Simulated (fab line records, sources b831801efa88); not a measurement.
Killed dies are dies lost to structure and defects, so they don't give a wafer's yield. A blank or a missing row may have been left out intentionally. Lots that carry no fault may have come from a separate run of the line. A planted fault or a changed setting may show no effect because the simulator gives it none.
Which tool is to blame? / flow sky130 / 15 lots, 45 wafers sampled, at 4 steps of a route of 708

WHAT EACH GAUGE READ, for each wafer
SKY_FIELD_ISO_CD_MEAS_13: target cd 150 nm. Usual: 150.4 nm for cd nm, sd 1.5.
lot=L391; measured=day 2 21:17; on=cd sem-02; cd nm (nm)=150.5 149.0 149.5; flag=
lot=L393; measured=day 3 06:41; on=cd sem-01; cd nm (nm)=151.5 152.3 152.9; flag=
lot=L394; measured=day 3 14:44; on=cd sem-02; cd nm (nm)=152.5 151.2 150.1; flag=
lot=L395; measured=day 3 18:10; on=cd sem-01; cd nm (nm)=148.0 149.9 149.0; flag=
lot=L396; measured=day 3 21:37; on=cd sem-01; cd nm (nm)=150.2 149.5 150.1; flag=
lot=L397; measured=day 4 02:30; on=cd sem-01; cd nm (nm)=151.6 151.0 152.8; flag=
lot=L403; measured=day 5 10:07; on=cd sem-01; cd nm (nm)=149.3 149.7 149.8; flag=
lot=L404; measured=day 5 17:11; on=cd sem-02; cd nm (nm)=151.5 151.8 152.0; flag=
lot=L405; measured=day 5 21:17; on=cd sem-02; cd nm (nm)=152.4 152.5 152.9; flag=
lot=L406; measured=day 6 03:10; on=cd sem-01; cd nm (nm)=149.1 148.1 149.3; flag=
lot=L407; measured=day 6 08:20; on=cd sem-02; cd nm (nm)=148.9 149.1 147.5; flag=
lot=L408; measured=day 6 13:41; on=cd sem-02; cd nm (nm)=152.3 152.5 152.4; flag=
lot=L409; measured=day 6 20:17; on=cd sem-01; cd nm (nm)=149.9 149.7 151.0; flag=
lot=L410; measured=day 7 01:08; on=cd sem-02; cd nm (nm)=150.4 150.8 150.1; flag=
lot=L411; measured=day 7 05:52; on=cd sem-02; cd nm (nm)=151.0 149.6 149.5; flag=

SKY_DNWELL_TW_MEAS_09. Usual: DNWELL_TW 1121, standard deviation 7.8.
lot=L391; measured=day 3 22:52; on=film metro-04; DNWELL_TW=1123 1124 1116; flag=
lot=L393; measured=day 4 07:59; on=film metro-01; DNWELL_TW=1119 1120 1119; flag=
lot=L394; measured=day 4 13:05; on=film metro-04; DNWELL_TW=1125 1127 1130; flag=
lot=L395; measured=day 4 18:27; on=film metro-04; DNWELL_TW=1120 1123 1121; flag=
lot=L396; measured=day 4 21:36; on=film metro-04; DNWELL_TW=1129 1120 1119; flag=
lot=L397; measured=day 5 02:57; on=film metro-04; DNWELL_TW=1126 1127 1133; flag=
lot=L403; measured=day 6 15:14; on=film metro-04; DNWELL_TW=30 30 30; flag=OFF
lot=L404; measured=day 6 20:13; on=film metro-01; DNWELL_TW=30 30 30; flag=OFF
lot=L405; measured=day 7 01:56; on=film metro-02; DNWELL_TW=30 30 30; flag=OFF
lot=L406; measured=day 7 07:23; on=film metro-01; DNWELL_TW=1130 1132 1132; flag=
lot=L407; measured=day 7 12:23; on=film metro-02; DNWELL_TW=1112 1104 1111; flag=
lot=L408; measured=day 7 16:32; on=film metro-02; DNWELL_TW=1111 1115 1108; flag=
lot=L409; measured=day 7 23:41; on=film metro-01; DNWELL_TW=1133 1122 1127; flag=
lot=L410; measured=day 8 05:43; on=film metro-01; DNWELL_TW=1118 1120 1122; flag=
lot=L411; measured=day 8 10:12; on=film metro-02; DNWELL_TW=1117 1117 1119; flag=

EACH LOT AND THE TOOL THAT RAN IT (in order: tool; ch and the chambers of the sampled wafers; start)
lot=L391; SKY_FIELD_ISO_ETCH_15=rie diel-04 ch 2,3, day 2 21:24; SKY_DNWELL_EXPOSE_04=iline stepper-02 ch 0, day 3 14:23
lot=L393; SKY_FIELD_ISO_ETCH_15=rie diel-02 ch 0,1,2, day 3 06:51; SKY_DNWELL_EXPOSE_04=iline stepper-02 ch 0, day 3 23:36
lot=L394; SKY_FIELD_ISO_ETCH_15=rie diel-04 ch 2,3, day 3 14:51; SKY_DNWELL_EXPOSE_04=iline stepper-01 ch 0, day 4 04:29
lot=L395; SKY_FIELD_ISO_ETCH_15=rie diel-04 ch 0,1,2, day 3 18:18; SKY_DNWELL_EXPOSE_04=iline stepper-01 ch 0, day 4 09:04
lot=L396; SKY_FIELD_ISO_ETCH_15=rie diel-04 ch 2,3, day 3 21:45; SKY_DNWELL_EXPOSE_04=iline stepper-02 ch 0, day 4 12:44
lot=L397; SKY_FIELD_ISO_ETCH_15=rie diel-04 ch 0,3, day 4 02:38; SKY_DNWELL_EXPOSE_04=iline stepper-01 ch 0, day 4 18:22
lot=L403; SKY_FIELD_ISO_ETCH_15=rie diel-01 ch 2,3, day 5 10:15; SKY_DNWELL_EXPOSE_04=iline stepper-02, day 6 05:50
lot=L404; SKY_FIELD_ISO_ETCH_15=rie diel-04 ch 0,1,2, day 5 17:18; SKY_DNWELL_EXPOSE_04=iline stepper-02, day 6 10:25
lot=L405; SKY_FIELD_ISO_ETCH_15=rie diel-04 ch 2,3, day 5 21:24; SKY_DNWELL_EXPOSE_04=iline stepper-02, day 6 16:10
lot=L406; SKY_FIELD_ISO_ETCH_15=rie diel-01 ch 0,1,3, day 6 03:18; SKY_DNWELL_EXPOSE_04=iline stepper-01 ch 0, day 6 21:10
lot=L407; SKY_FIELD_ISO_ETCH_15=rie diel-01 ch 0,1,3, day 6 08:30; SKY_DNWELL_EXPOSE_04=iline stepper-02 ch 0, day 7 02:38
lot=L408; SKY_FIELD_ISO_ETCH_15=rie diel-02 ch 0,2,3, day 6 13:51; SKY_DNWELL_EXPOSE_04=iline stepper-02 ch 0, day 7 06:46
lot=L409; SKY_FIELD_ISO_ETCH_15=rie diel-04 ch 1,3, day 6 20:27; SKY_DNWELL_EXPOSE_04=iline stepper-02 ch 0, day 7 13:28
lot=L410; SKY_FIELD_ISO_ETCH_15=rie diel-02 ch 0,1,3, day 7 01:18; SKY_DNWELL_EXPOSE_04=iline stepper-01 ch 0, day 7 19:57
lot=L411; SKY_FIELD_ISO_ETCH_15=rie diel-01 ch 0,1, day 7 06:00; SKY_DNWELL_EXPOSE_04=iline stepper-01 ch 0, day 7 23:49
- SKY_FIELD_ISO_ETCH_15: etches the open film in CHF3/O2, stops on Si, target depth 180 nm, time 72 s.
- SKY_DNWELL_EXPOSE_04: exposes mask DNM, target cd 3000 nm.

AS READ BY THE TOOLS THEMSELVES (means over the sampled wafers that have a number; for cases with no such wafer, the mark the record gives instead)
SKY_FIELD_ISO_ETCH_15. Usual: bias w 200.1 W, standard deviation 0.55; drypump motor current A 5.6 A, standard deviation 0.59; oes product au 0.950 a.u., standard deviation 0.0067; rf fwd power W 595.5 W, standard deviation 2.7; throttle valve pct 8.846 %, standard deviation 0.0086.
lot=L391; tool=rie diel-04; bias w (W)=199.9; drypump motor current A (A)=5.2; oes product au (a.u.)=0.940; rf fwd power W (W)=594.8; throttle valve pct (%)=8.842; flag=
lot=L393; tool=rie diel-02; bias w (W)=200.5; drypump motor current A (A)=5.6; oes product au (a.u.)=0.952; rf fwd power W (W)=595.8; throttle valve pct (%)=8.840; flag=
lot=L394; tool=rie diel-04; bias w (W)=199.9; drypump motor current A (A)=5.4; oes product au (a.u.)=0.951; rf fwd power W (W)=593.1; throttle valve pct (%)=8.846; flag=
lot=L395; tool=rie diel-04; bias w (W)=200.2; drypump motor current A (A)=5.9; oes product au (a.u.)=0.956; rf fwd power W (W)=597.8; throttle valve pct (%)=8.846; flag=
lot=L396; tool=rie diel-04; bias w (W)=200.5; drypump motor current A (A)=5.4; oes product au (a.u.)=0.952; rf fwd power W (W)=592.7; throttle valve pct (%)=8.848; flag=
lot=L397; tool=rie diel-04; bias w (W)=200.3; drypump motor current A (A)=5.6; oes product au (a.u.)=0.944; rf fwd power W (W)=597.1; throttle valve pct (%)=8.845; flag=
lot=L403; tool=rie diel-01; bias w (W)=200.5; drypump motor current A (A)=5.4; oes product au (a.u.)=0.948; rf fwd power W (W)=595.0; throttle valve pct (%)=8.851; flag=
lot=L404; tool=rie diel-04; bias w (W)=200.2; drypump motor current A (A)=5.9; oes product au (a.u.)=0.947; rf fwd power W (W)=595.9; throttle valve pct (%)=8.838; flag=
lot=L405; tool=rie diel-04; bias w (W)=199.5; drypump motor current A (A)=5.4; oes product au (a.u.)=0.959; rf fwd power W (W)=594.3; throttle valve pct (%)=8.844; flag=
lot=L406; tool=rie diel-01; bias w (W)=200.2; drypump motor current A (A)=5.8; oes product au (a.u.)=0.952; rf fwd power W (W)=595.3; throttle valve pct (%)=8.852; flag=
lot=L407; tool=rie diel-01; bias w (W)=200.2; drypump motor current A (A)=5.8; oes product au (a.u.)=0.948; rf fwd power W (W)=593.5; throttle valve pct (%)=8.848; flag=
lot=L408; tool=rie diel-02; bias w (W)=200.1; drypump motor current A (A)=6.0; oes product au (a.u.)=0.944; rf fwd power W (W)=595.9; throttle valve pct (%)=8.850; flag=
lot=L409; tool=rie diel-04; bias w (W)=200.2; drypump motor current A (A)=5.1; oes product au (a.u.)=0.951; rf fwd power W (W)=596.9; throttle valve pct (%)=8.840; flag=
lot=L410; tool=rie diel-02; bias w (W)=200.1; drypump motor current A (A)=5.5; oes product au (a.u.)=0.953; rf fwd power W (W)=596.3; throttle valve pct (%)=8.840; flag=
lot=L411; tool=rie diel-01; bias w (W)=200.5; drypump motor current A (A)=6.1; oes product au (a.u.)=0.957; rf fwd power W (W)=595.7; throttle valve pct (%)=8.849; flag=

SKY_DNWELL_EXPOSE_04. Usual: exposure dose mJ cm2 222.00, standard deviation 0.24; focus offset nm 0.1 nm, standard deviation 0.53.
lot=L391; tool=iline stepper-02; exposure dose mJ cm2=221.57; focus offset nm (nm)=-0.0; flag=
lot=L393; tool=iline stepper-02; exposure dose mJ cm2=222.05; focus offset nm (nm)=-0.1; flag=
lot=L394; tool=iline stepper-01; exposure dose mJ cm2=222.21; focus offset nm (nm)=-0.0; flag=
lot=L395; tool=iline stepper-01; exposure dose mJ cm2=222.21; focus offset nm (nm)=-0.1; flag=
lot=L396; tool=iline stepper-02; exposure dose mJ cm2=221.92; focus offset nm (nm)=0.5; flag=
lot=L397; tool=iline stepper-01; exposure dose mJ cm2=221.92; focus offset nm (nm)=0.2; flag=
lot=L403; tool=iline stepper-02; exposure dose mJ cm2=-; focus offset nm (nm)=-; flag=OFF
lot=L404; tool=iline stepper-02; exposure dose mJ cm2=-; focus offset nm (nm)=-; flag=OFF
lot=L405; tool=iline stepper-02; exposure dose mJ cm2=-; focus offset nm (nm)=-; flag=OFF
lot=L406; tool=iline stepper-01; exposure dose mJ cm2=222.12; focus offset nm (nm)=0.0; flag=
lot=L407; tool=iline stepper-02; exposure dose mJ cm2=221.90; focus offset nm (nm)=0.2; flag=
lot=L408; tool=iline stepper-02; exposure dose mJ cm2=222.08; focus offset nm (nm)=0.4; flag=
lot=L409; tool=iline stepper-02; exposure dose mJ cm2=221.89; focus offset nm (nm)=-0.9; flag=
lot=L410; tool=iline stepper-01; exposure dose mJ cm2=222.27; focus offset nm (nm)=0.1; flag=
lot=L411; tool=iline stepper-01; exposure dose mJ cm2=222.13; focus offset nm (nm)=0.4; flag=

THE ANSWER, worked out from the rows above alone
Rule: lot off if the mean of its wafers having a number is beyond 3 standard deviations from the usual mean. Also off: a lot with no number at a reading for which 4 or more lots have one. Where the step has rows for the other lots, those lots are counted as sound. The gauges are gone through in route order, then the tools' own readings, and for those a lot's mean is taken as printed above. The first step at which some lot is off is used, and at that step the reading that is off furthest; a lot without a number counts as furthest.
Off: L403, L404, L405, seen at SKY_DNWELL_TW_MEAS_09 (DNWELL_TW).
If a tool, at a process step before that reading, ran all the lots that are off and no sound lot after the first of them, it fits. The gauges at SKY_DNWELL_TW_MEAS_09 aren't tried: what is off there is off at SKY_DNWELL_EXPOSE_04 too, on other tools, and a gauge's error can't cause that. Of those tried, none fits.

WHAT WAS PUT IN BY THE SIMULATOR
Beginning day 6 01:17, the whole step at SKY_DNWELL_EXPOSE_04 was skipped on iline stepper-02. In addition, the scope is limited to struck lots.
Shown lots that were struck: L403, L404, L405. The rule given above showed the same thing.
